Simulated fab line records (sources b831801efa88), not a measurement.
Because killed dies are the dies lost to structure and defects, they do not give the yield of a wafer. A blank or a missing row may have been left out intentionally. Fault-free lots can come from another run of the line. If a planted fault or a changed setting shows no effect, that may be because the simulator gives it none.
Matching of chambers :: flow sky130 :: 3 sister chambers for SKY_VIA3_STRIP_17 on wet_bench-03
The step strips in post etch residue remover, time 1200 s. 6 wafers are shown with their chamber, then 6 later ones without.

WAFERS PAIRED WITH THEIR CHAMBERS
wafer: L998.2
chamber: 1
bath_guard_temp_C (C): 72.4

wafer: L998.3
chamber: 1
bath_guard_temp_C (C): 72.9

wafer: L100.3
chamber: 0
bath_guard_temp_C (C): 72.7

wafer: L100.6
chamber: 0
bath_guard_temp_C (C): 72.2

wafer: L102.4
chamber: 2
bath_guard_temp_C (C): 71.9

wafer: L102.6
chamber: 2
bath_guard_temp_C (C): 71.5

WAFERS WITHOUT THEIR CHAMBER
wafer: L105.2
bath_guard_temp_C (C): 71.3

wafer: L105.4
bath_guard_temp_C (C): 71.8

wafer: L105.5
bath_guard_temp_C (C): 71.7

wafer: L106.1
bath_guard_temp_C (C): 72.7

wafer: L106.3
bath_guard_temp_C (C): 72.3

wafer: L106.6
bath_guard_temp_C (C): 72.5

CHAMBER TAKEN BY EACH
wafer: L105.2
from the rows above: 2
in truth: 2

wafer: L105.4
from the rows above: can't be placed: 2 or 0
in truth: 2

wafer: L105.5
from the rows above: 2
in truth: 2

wafer: L106.1
from the rows above: can't be placed: 1 or 0
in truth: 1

wafer: L106.3
from the rows above: can't be placed: 0 or 1 or 2
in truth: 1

wafer: L106.6
from the rows above: can't be placed: 0 or 1
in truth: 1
2 of 6 placed correctly. Not placeable from these rows: 4 (in 4, the candidates include the true chamber). Number placed wrongly: 0.
How it was worked out, from the rows above alone: a wafer's distance from a chamber is the root of the sum, over the readings, of the square of ((its reading less the chamber's mean) divided by the reading's scatter). If the next closest chamber is less than 2 further off than the closest, the wafer can't be placed; otherwise it belongs to the closest. For every chamber, the mean is computed from those of its wafers that are shown. The scatter is the square root of a quotient: the sum, over the shown wafers, of each reading's squared deviation from its chamber's mean, divided by wafers minus chambers.
